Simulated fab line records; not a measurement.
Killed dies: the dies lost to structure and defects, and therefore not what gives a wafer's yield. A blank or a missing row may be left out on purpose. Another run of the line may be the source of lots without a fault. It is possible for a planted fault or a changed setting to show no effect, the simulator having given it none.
A single fault, viewed from 2 desks    flow gf180mcu    numbers are kept per desk, each desk with only its own; the story behind them comes last

== METROLOGY DESK ==
Means of the sampled wafers that have a number, per lot and without regard to the tool the lot ran on: this is what the gauges read. Any lot whose mean is over 4 standard deviations away from the usual mean is out of limits and marked OUT; that distance is given in the brackets.
Columns: A = NWELL_RS at GF_VT_IMPLANT_RS_MEAS_47, usual 487.6 ohm/sq; B = MVPSD_RS at GF_VT_IMPLANT_RS_MEAS_49, usual 1167.6 ohm/sq; C = PSD_TW at GF_PSD_TW_MEAS_11, usual 3147; D = NSD_RS at GF_PSD_RS_MEAS_14, usual 46.12 ohm/sq
lot   first seen here  A      B       C     D
L687  day 7 14:41      488.1  1168.7  3098  46.12
L689  day 8 03:37      490.7  1169.1  3161  46.09
L690  day 8 09:41      486.9  1165.2  3193  46.14
L692  day 9 01:07      488.3  1168.7  3179  46.16
L693  day 9 03:45      486.5  1166.4  3111  46.21
L698  day 10 18:52     487.5  1168.5  3150  46.25
L700  day 11 03:04     486.3  1168.5  3176  43.65 (-31) OUT
L702  day 11 17:11     486.0  1167.4  3132  43.69 (-30) OUT
L703  day 12 00:17     487.8  1164.3  3175  46.01
L704  day 12 07:01     487.3  1164.4  3174  46.04
L705  day 12 14:28     489.3  1171.2  3096  46.12
L708  day 13 08:31     487.1  1165.1  3123  46.13
This desk's result: L700, L702 out of limits, first on L700 (NSD_RS at GF_PSD_RS_MEAS_14), day 18 19:54. Within limits: L687, L689, L690, L692, L693, L698, L703, L704, L705, L708.

== THE TOOL OWNER'S DESK: implanter-01 ==
The tool's own readings at GF_NSD_IMPLANT_09, given as means over the sampled wafers that have a number, one for each lot that went through this tool. Any lot whose mean is over 4 standard deviations away from the usual mean is out of limits and marked OUT; that distance is given in the brackets.
Columns: A = beam_energy_keV at GF_NSD_IMPLANT_09, usual 59.993; B = beam_on_s at GF_NSD_IMPLANT_09, usual 18.0 s; C = end_station_pressure_torr at GF_NSD_IMPLANT_09, usual 1.34e-05 Torr
lot   first seen here  A                         B     C
L687  day 13 08:07     59.996                    16.6  1.39e-05
L692  day 15 01:33     59.994                    16.6  1.47e-05
L693  day 15 08:38     59.999                    16.2  1.39e-05
L698  day 17 09:53     59.989                    16.7  1.43e-05
L700  day 17 19:01     68.684 (+99 or more) OUT  16.6  1.42e-05
L702  day 18 13:47     68.704 (+99 or more) OUT  16.4  1.44e-05
Finding of this desk: L700, L702 out of limits; the first was L700 at day 17 19:01, on beam_energy_keV at GF_NSD_IMPLANT_09. Within limits: L687, L692, L693, L698.

== ALL TOGETHER ==
On L700, L702, at day 17 19:01, an alarm was possible from the tool owner's desk.
Metrology desk: alarm possible at day 18 19:54 on L700, L702.
On implanter-01, each named lot ran GF_NSD_IMPLANT_09.

== WHAT HAD BEEN PUT IN BY THE SIMULATOR ==
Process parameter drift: implanter-01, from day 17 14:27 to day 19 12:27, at GF_NSD_IMPLANT_09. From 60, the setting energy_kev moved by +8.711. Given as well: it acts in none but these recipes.
Shown lots that were struck: L700, L702.
Fault start to first reading out of limits, in hours, per desk: tool owner, 5; metrology, 29.
